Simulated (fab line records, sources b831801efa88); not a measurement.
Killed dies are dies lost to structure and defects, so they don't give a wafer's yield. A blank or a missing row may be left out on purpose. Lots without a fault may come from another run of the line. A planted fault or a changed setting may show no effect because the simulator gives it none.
Chamber matching | flow sky130 | SKY_LI_CONTACT_CMP_02 on cmp-01: 4 sister chambers
The step polishes PSG. 7 wafers are shown with their chamber, then 8 later ones without.

WAFERS WITH THEIR CHAMBER
wafer  | chamber | motor_current_A (A) | retaining_ring_pressure_frac
L543.5 | 0       | 12.0                | 1.001
L554.1 | 2       | 12.5                | 0.995
L554.6 | 1       | 10.8                | 0.996
L555.1 | 2       | 12.7                | 0.996
L558.2 | 1       | 10.7                | 0.994
L558.5 | 3       | 12.6                | 0.999
L560.1 | 3       | 12.7                | 0.998

WAFERS WITHOUT THEIR CHAMBER
wafer  | motor_current_A (A) | retaining_ring_pressure_frac
L560.3 | 11.0                | 0.999
L560.6 | 10.8                | 0.998
L562.2 | 12.1                | 0.993
L562.3 | 12.1                | 1.003
L562.4 | 10.7                | 1.001
L564.2 | 10.3                | 0.999
L564.3 | 11.8                | 1.004
L564.6 | 12.2                | 0.997

WHICH CHAMBER EACH WENT THROUGH
wafer  | from the rows above          | in truth
L560.3 | 1                            | 1
L560.6 | 1                            | 1
L562.2 | 2                            | 2
L562.3 | 0                            | 0
L562.4 | 1                            | 1
L564.2 | 1                            | 1
L564.3 | 0                            | 0
L564.6 | can't be placed: 2 or 0 or 3 | 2
Placed correctly: 7 of 8. Can't be placed from these rows: 1 (the true chamber is among the candidates in 1). Placed wrongly: 0.
How it was worked out, from the rows above alone: a wafer's distance from a chamber is the root of the sum, over the readings, of the square of ((its reading less the chamber's mean) divided by the reading's scatter). The wafer belongs to the nearest chamber; if the next one is less than 2 further off, it can't be placed. A chamber's mean is the mean of its shown wafers. The scatter: the root of (the sum of the squares of (reading less its chamber's mean) over the shown wafers, divided by (wafers less chambers)).
